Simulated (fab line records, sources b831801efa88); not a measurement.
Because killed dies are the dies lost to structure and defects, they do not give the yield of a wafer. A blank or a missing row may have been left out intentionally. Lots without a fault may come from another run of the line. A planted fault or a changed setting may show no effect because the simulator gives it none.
fab line records    flow sfqLine
record lots=6  wafers=18  lastDay=87
route steps=325 shown M1@65 I1@73
lots untouched by any fault: they come from a run of this same line in which no faults occurred
startH: hours from the record's first day to the start of the lot's first wafer shown    waitH: hours since the lot's step before    " unchanged from the row above    L1.1+2: a row that stands for several wafers    - either no value or no given start    * or withheld: withheld    < > ~ a bound
route shown NAME@n: names a module that has steps shown in the file, with the first one's number in the route    usual: mean/standard deviation of fault-free wafers    same: alike in all rows    chamber/n: place in a boat    sites: readings site by site    _std_site: how widely they spread, as a standard deviation    _edge_site: mean of outer sites minus mean of inner sites    radiusMm: for every site, how far away it sits from the centre of the wafer    mask NAME#n: copy n    behind: tool/chamber where the wafer was last shaped    hold: what put the lot on hold/how long, in hours/how the hold closed    device: whichever transistor did not switch (one of n, p or np)    end of line: the same wafers' tests at the end of the route    step lacking rows: just its recipe    killed: not the wafer's yield, but the dies lost to structure and defects at the first sort    map: per-die view of a wafer (x killed, . not killed, _ where there is no die)
set.NAME: the run value of the setting; set.NAME@STEP: its run value at that earlier step    model.NAME: the simulator's own value behind a step, which no gauge read
lots seen at some steps along the route; tables by step, rows by wafer
services: when a tool's chamber went out of use (startH, in hours from the record's first day, below 0 if earlier), for how many hours, and the reason
## steps
# step SFQ_TRILAYER_M1_LITHO_EXPOSE_040
# recipe maskId=M1  na=0.6  sourceShape=conventional  sigmaOuter=0.65  targetCdNm=500  doseMj=14.4
# step SFQ_TRILAYER_M1_LITHO_PEB_042
# recipe pebTempC=115  pebTimeS=60  resist=KrF
# step SFQ_TRILAYER_M1_LITHO_DEVELOP_041
# recipe timeS=60  resist=KrF
# step SFQ_M1_OVL_MEAS_911
# usual M1_OVL=0/5.8
lot.wafer  tool        chamber  startH  waitH  M1_OVL[nm]
L381.1     overlay-02  -        601.70  0.1    2
L381.2     "           -        "       "      15
L381.6     "           -        "       "      7
L383.2     overlay-01  -        617.31  0.1    6
L383.3     "           -        "       "      6
L383.5     "           -        "       "      5
L390.2     overlay-02  -        678.43  0.1    0
L390.3     "           -        "       "      8
L390.4     "           -        "       "      3
L391.1     overlay-02  -        685.62  0.1    3
L391.2     "           -        "       "      9
L391.5     "           -        "       "      3
L399.1     overlay-02  -        763.78  0.1    -4
L399.3     "           -        "       "      -6
L399.5     "           -        "       "      0
L400.2     overlay-02  -        774.59  0.1    -2
L400.4     "           -        "       "      -2
L400.6     "           -        "       "      -1
# step SFQ_TRILAYER_M1_BARC_OPEN_METAL_ETCH_054
# recipe maskMaterial=PR  chemistry=O2  targetDepthNm=125  target=BARC  icpW=600  biasW=80  pressureMtorr=10  timeS=41.7
# usual drypumpMotorCurrentA=5.6/0.51  oesProductAu=0.685/0.0047
# same timeS=41.7
lot.wafer  tool         chamber  startH  waitH  drypumpMotorCurrentA  oesProductAu  rfHoursCounterH
L381.1     rieMetal-03  0        601.74  0.0    6.1                   0.686         15
L381.2     "            1        "       "      4.8                   0.678         124
L381.6     "            1        "       "      4.8                   0.689         -
L383.2     rieMetal-04  1        617.34  0.0    5.7                   0.686         38
L383.3     "            1        "       "      5.7                   0.696         -
L383.5     "            0        "       "      5.6                   0.676         -
L390.2     rieMetal-04  0        678.46  0.0    5.6                   0.689         57
L390.3     "            1        "       "      5.6                   0.691         -
L390.4     "            0        "       "      5.6                   0.692         -
L391.1     rieMetal-03  0        685.66  0.0    6.2                   0.679         30
L391.2     "            1        "       "      4.8                   0.689         139
L391.5     "            1        "       "      4.8                   0.693         -
L399.1     rieMetal-04  0        763.82  0.0    5.6                   0.671         67
L399.3     "            1        "       "      5.7                   0.680         -
L399.5     "            0        "       "      5.6                   0.687         -
L400.2     rieMetal-03  0        774.62  0.0    6.2                   0.690         43
L400.4     "            1        "       "      4.8                   0.687         -
L400.6     "            0        "       "      6.1                   0.685         -
# step SFQ_TRILAYER_M1_ETCH_METAL_ETCH_042
# recipe target=Nb  stopOn=SiO2  maskMaterial=PR  chemistry=Cl2/Ar  targetDepthNm=240  icpW=600  biasW=80  pressureMtorr=10  timeS=120
# usual drypumpMotorCurrentA=5.6/0.52  oesProductAu=0.894/0.0075
# same timeS=120
lot.wafer  tool         chamber  startH  waitH  drypumpMotorCurrentA  oesProductAu  rfHoursCounterH
L381.1     rieMetal-03  0        601.80  0.0    6.1                   0.890         15
L381.2     "            1        "       "      4.8                   0.889         124
L381.6     "            1        "       "      4.8                   0.885         -
L383.2     rieMetal-04  1        617.40  0.0    5.7                   0.886         39
L383.3     "            1        "       "      5.7                   0.892         -
L383.5     "            0        "       "      5.6                   0.892         -
L390.2     rieMetal-04  0        678.52  0.0    5.6                   0.882         57
L390.3     "            1        "       "      5.7                   0.885         -
L390.4     "            0        "       "      5.6                   0.900         -
L391.1     rieMetal-03  0        685.72  0.0    6.1                   0.894         30
L391.2     "            1        "       "      4.8                   0.893         139
L391.5     "            1        "       "      4.8                   0.903         -
L399.1     rieMetal-04  0        763.88  0.0    5.6                   0.900         67
L399.3     "            1        "       "      5.6                   0.907         -
L399.5     "            0        "       "      5.6                   0.902         -
L400.2     rieMetal-03  0        774.68  0.0    6.1                   0.898         43
L400.4     "            1        "       "      4.8                   0.889         -
L400.6     "            0        "       "      6.2                   0.906         -
# step SFQ_TRILAYER_M1_STRIP_STRIP_043
# recipe gas=O2  powerW=200  platenTempC=40  overashFraction=0.65  chemistry=O2  pressureMtorr=50
# usual drypumpMotorCurrentA=5.6/0.52  oesProductAu=1.000/0.0086
lot.wafer  tool         chamber  startH  waitH  drypumpMotorCurrentA  oesProductAu  rfHoursCounterH
L381.1     rieMetal-03  0        601.93  0.1    6.2                   1.016         16
L381.2     "            1        "       "      4.8                   1.012         124
L381.6     "            1        "       "      4.8                   1.007         -
L383.2     rieMetal-04  1        617.53  0.1    5.7                   0.997         39
L383.3     "            1        "       "      5.7                   1.008         -
L383.5     "            0        "       "      5.6                   1.004         -
L390.2     rieMetal-04  0        678.64  0.1    5.5                   0.993         57
L390.3     "            1        "       "      5.7                   0.999         -
L390.4     "            0        "       "      5.6                   0.995         -
L391.1     rieMetal-03  0        685.84  0.1    6.2                   1.001         30
L391.2     "            1        "       "      4.8                   1.001         139
L391.5     "            1        "       "      4.8                   1.004         -
L399.1     rieMetal-04  0        764.01  0.1    5.6                   0.979         67
L399.3     "            1        "       "      5.7                   0.992         -
L399.5     "            0        "       "      5.6                   0.996         -
L400.2     rieMetal-03  0        774.81  0.1    6.1                   0.985         43
L400.4     "            1        "       "      4.8                   0.995         -
L400.6     "            0        "       "      6.1                   0.998         -
# step SFQ_TRILAYER_M1_STRIP_SOLV_CLEAN_044
# recipe chemistry=NMP  tempC=70  timeS=600
# step SFQ_TRILAYER_I1_DEP_PECVD_045
# recipe material=SiO2  tempC=150  timeS=111.11  pressureTorr=2.4  rfW=183.3  precursor=SiH4/N2O  targetThkNm=500
# usual chamberPressureTorr=2.400/0.0053  heaterPowerW=85/19  throttleValvePct=24.7/1
# same timeS=111.11
lot.wafer  tool      chamber  startH  waitH  chamberPressureTorr  heaterPowerW  throttleValvePct
L381.1     pecvd-02  1        602.70  0.0    2.403                97            25.9
L381.2     "         2        "       "      2.405                78            24.2
L381.6     "         0        "       "      2.394                86            24.5
L383.2     pecvd-03  0        618.30  0.0    2.394                72            23.7
L383.3     "         2        "       "      2.391                123           23.1
L383.5     "         1        "       "      2.401                71            25.3
L390.2     pecvd-03  2        679.42  0.0    2.401                127           23.2
L390.3     "         0        "       "      2.397                73            23.9
L390.4     "         0        "       "      2.404                59            23.5
L391.1     pecvd-03  2        686.62  0.0    2.407                118           23.5
L391.2     "         0        "       "      2.391                75            24.1
L391.5     "         1        "       "      2.393                69            25.7
L399.1     pecvd-02  0        764.78  0.0    2.396                87            24.9
L399.3     "         1        "       "      2.399                98            26.4
L399.5     "         0        "       "      2.396                90            25.2
L400.2     pecvd-03  1        775.58  0.0    2.400                70            26.0
L400.4     "         1        "       "      2.402                57            26.3
L400.6     "         0        "       "      2.404                65            24.0
# step SFQ_TRILAYER_I1_CMP_CMP_046
# recipe material=SiO2  downForcePsi=3  platenRpm=60  padVelocityMS=0.94248
# usual headPressurePsi=3.000/0.0068  motorCurrentA=10.2/1  slurryFilterDpKPa=13.51/0.14  timeToEndpointS=213/7.1
lot.wafer  tool    chamber  startH  waitH  headPressurePsi  motorCurrentA  slurryFilterDpKPa  timeToEndpointS
L381.1     cmp-02  3        616.10  13.4   3.007            11.0           13.54              201
L381.2     "       0        "       "      3.010            9.0            13.67              207
L381.6     "       1        "       "      3.001            10.7           13.40              203
L383.3     cmp-02  3        624.10  5.8    2.993            10.9           13.46              205
L383.2     "       0        "       "      2.989            9.1            13.57              210
L383.5     "       0        626.60  8.2    2.995            9.0            13.51              212
L390.3     cmp-02  1        682.41  3.0    3.005            10.6           13.40              212
L390.2     "       2        "       "      2.996            11.2           13.70              204
L390.4     "       0        683.91  4.4    2.996            9.2            13.36              218
L391.2     cmp-01  1        690.62  4.0    2.990            8.2            13.43              209
L391.1     "       0        692.12  5.5    2.994            9.9            13.51              219
L391.5     "       1        "       "      2.994            8.0            13.66              207
L399.3     cmp-02  0        765.86  1.0    3.006            9.2            13.17              203
L399.1     "       1        "       "      3.008            10.8           13.43              216
L399.5     "       3        767.36  2.5    2.998            10.4           13.55              214
L400.4     cmp-01  1        777.22  1.6    3.012            8.9            13.60              212
L400.2     "       3        778.22  2.6    3.006            10.1           13.38              204
L400.6     "       2        779.72  4.1    3.006            9.4            13.31              222
# step SFQ_I1_BOW_MEAS_912
# recipe mode=bow
# usual I1_BOW=3/8
lot.wafer  tool          chamber  startH  waitH  I1_BOW[um]
L381.1     filmMetro-01  -        618.10  1.5    3
L381.2     "             -        "       "      -5
L381.6     "             -        "       "      9
L383.2     filmMetro-04  -        627.12  2.0    9
L383.3     "             -        "       "      -8
L383.5     "             -        "       "      3
L390.2     filmMetro-01  -        685.43  2.0    13
L390.3     "             -        "       "      8
L390.4     "             -        "       "      24
L391.1     filmMetro-04  -        693.62  1.0    -1
L391.2     "             -        "       "      0
L391.5     "             -        "       "      -6
L399.1     filmMetro-02  -        767.86  1.0    -9
L399.3     "             -        "       "      8
L399.5     "             -        "       "      -7
L400.2     filmMetro-02  -        780.24  1.5    7
L400.4     "             -        "       "      11
L400.6     "             -        "       "      22
# step SFQ_TRILAYER_I1_METRO_MEASURE_047
# step SFQ_TRILAYER_I1_VIA_LITHO_COAT_054
# recipe resist=BARC  spinRpm=3000  resistThkNm=62
# usual chillPlateTempC=23.01/0.098
lot.wafer  tool           chamber  startH  waitH  chillPlateTempC  model.BARC_of_TRILAYER_I1_VIA_LITHO_COAT_054.thkNm
L381.1     lithoTrack-04  0        619.42  1.0    22.83            62.06
L381.2     "              0        "       "      22.95            62.21
L381.6     "              0        "       "      22.93            61.97
L383.2     lithoTrack-03  0        628.47  0.8    23.12            61.67
L383.3     "              0        "       "      23.15            61.63
L383.5     "              0        "       "      23.16            61.62
L390.2     lithoTrack-03  0        686.79  0.9    22.97            63.93
L390.3     "              0        "       "      22.88            62.05
L390.4     "              0        "       "      22.98            61.94
L391.1     lithoTrack-03  0        694.94  1.0    23.11            64.04
L391.2     "              0        "       "      23.13            63.8
L391.5     "              0        "       "      23.08            61.92
L399.1     lithoTrack-04  0        769.18  1.0    23.14            62.12
L399.3     "              0        "       "      23.05            61.91
L399.5     "              0        "       "      23.08            61.98
L400.2     lithoTrack-01  0        781.59  0.8    22.97            62.26
L400.4     "              0        "       "      22.95            62.08
L400.6     "              0        "       "      22.98            62.13
# step SFQ_TRILAYER_I1_VIA_LITHO_COAT_049
# recipe resist=KrF  spinRpm=3000  resistThkNm=650
# step SFQ_TRILAYER_I1_VIA_LITHO_SOFTBAKE_053
# recipe tempC=withheld  timeS=withheld  resist=KrF
# step SFQ_TRILAYER_I1_VIA_LITHO_EXPOSE_050
# recipe maskId=I1  na=0.6  sourceShape=conventional  sigmaOuter=0.65  targetCdNm=500  doseMj=21.3
# step SFQ_TRILAYER_I1_VIA_LITHO_PEB_052
# recipe pebTempC=115  pebTimeS=60  resist=KrF
# step SFQ_TRILAYER_I1_VIA_LITHO_DEVELOP_051
# recipe timeS=60  resist=KrF
# step SFQ_I1_OVL_MEAS_913
# usual I1_OVL=0/5.7
lot.wafer  tool        chamber  startH  waitH  I1_OVL[nm]
L381.1     overlay-01  -        622.32  0.1    -4
L381.2     "           -        "       "      7
L381.6     "           -        "       "      -1
L383.2     overlay-01  -        769.79  0.1    1
L383.3     "           -        "       "      4
L383.5     "           -        "       "      0
L390.2     overlay-01  -        828.64  0.1    -12
L390.3     "           -        "       "      -7
L390.4     "           -        "       "      -14
L391.1     overlay-02  -        834.76  0.1    -1
L391.2     "           -        "       "      -4
L391.5     "           -        "       "      -1
L399.1     overlay-01  -        908.71  0.1    3
L399.3     "           -        "       "      2
L399.5     "           -        "       "      4
L400.2     overlay-01  -        920.97  0.1    2
L400.4     "           -        "       "      -1
L400.6     "           -        "       "      1
# step SFQ_TRILAYER_I1_VIA_BARC_OPEN_VIA_ETCH_071
# recipe maskMaterial=PR  chemistry=O2  targetDepthNm=125  target=BARC  sourceW=500  biasW=80  pressureMtorr=30  timeS=41.7
# usual drypumpMotorCurrentA=5.5/0.49  oesProductAu=0.684/0.0046
# same timeS=41.7
lot.wafer  tool        chamber  startH  waitH  drypumpMotorCurrentA  oesProductAu  rfHoursCounterH  model.etch.depthNm
L381.1     rieDiel-01  2        622.35  0.0    5.8                   0.682         6                62.06
L381.2     "           1        "       "      5.0                   0.685         7                62.21
L381.6     "           2        "       "      5.8                   0.681         -                61.97
L383.2     rieDiel-04  1        769.82  0.0    4.9                   0.682         23               61.67
L383.3     "           2        "       "      5.2                   0.687         7                61.63
L383.5     "           2        "       "      5.1                   0.685         -                61.62
L390.2     rieDiel-01  2        828.67  0.0    5.8                   0.697         10               63.93
L390.3     "           0        "       "      5.4                   0.690         19               62.05
L390.4     "           1        "       "      5.0                   0.680         11               61.94
L391.1     rieDiel-04  1        834.80  0.0    4.9                   0.685         24               64.04
L391.2     "           3        "       "      6.1                   0.689         4                63.8
L391.5     "           1        "       "      4.9                   0.684         -                61.92
L399.1     rieDiel-02  0        908.75  0.0    6.0                   0.682         9                62.12
L399.3     "           2        "       "      6.3                   0.686         1                61.91
L399.5     "           3        "       "      5.7                   0.681         -                61.98
L400.2     rieDiel-04  2        921.00  0.0    5.2                   0.684         8                62.26
L400.4     "           3        "       "      6.0                   0.684         -                62.08
L400.6     "           2        "       "      5.2                   0.690         -                62.13
# step SFQ_TRILAYER_I1_VIA_ETCH_VIA_ETCH_052
# recipe target=SiO2  stopOn=Nb  maskMaterial=PR  taperDeg=20  chemistry=CHF3  targetDepthNm=260  sourceW=500  biasW=80  pressureMtorr=30  timeS=withheld
## services
tool         chamber  startH  hours  kind
rieDiel-04   0        589.72  8.8    repair
rieMetal-04  0        590.58  6.5    repair
cmp-02       -        672.31  1.1    repair
cmp-02       -        688.41  4.9    pm
rieDiel-04   2        690.26  10.6   repair
pecvd-03     -        690.57  5.7    repair
pecvd-03     1        691.68  6.0    repair
rieMetal-04  -        714.82  14.6   pm
cmp-02       -        723.68  1.3    repair
pecvd-03     0        738.84  6.2    repair
cmp-02       -        746.91  4.0    pm
rieDiel-04   -        752.43  0.6    repair
rieDiel-04   2        771.79  19.3   repair
rieDiel-04   3        788.19  3.5    repair
rieMetal-03  -        792.23  2.8    pm
rieDiel-04   3        810.86  10.1   repair
cmp-02       -        835.19  1.6    repair
pecvd-03     -        840.28  6.0    pm
rieDiel-04   0        857.66  2.5    repair
rieMetal-04  1        864.49  34.7   repair
pecvd-03     -        867.37  3.2    repair
rieMetal-03  -        895.33  0.3    repair
cmp-02       -        903.55  1.2    repair
rieMetal-04  0        911.74  4.5    repair
## key
firstSign none at tools or gauges
modelEffect step=SFQ_TRILAYER_I1_VIA_LITHO_COAT_054  value=BARC_of_TRILAYER_I1_VIA_LITHO_COAT_054.thkNm  without=61.91  struck=63.92
modelEffect step=SFQ_TRILAYER_I1_VIA_BARC_OPEN_VIA_ETCH_071  value=etch.depthNm  without=61.91  struck=63.92
metAt SFQ_TRILAYER_I1_VIA_LITHO_COAT_054
struckWafers L390.2,L391.1,L391.2
onsetBetween 628.47 686.79
fault kind=processParameterDrift  tool=lithoTrack-03  chamber=-  onsetH=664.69  steps=SFQ_TRILAYER_I1_VIA_LITHO_COAT_054  channel=resistThkNm  offset=2.0173  shape=step  endH=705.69  scope=struckWafersOnly  actsIn=theseRecipesOnly  stated=62
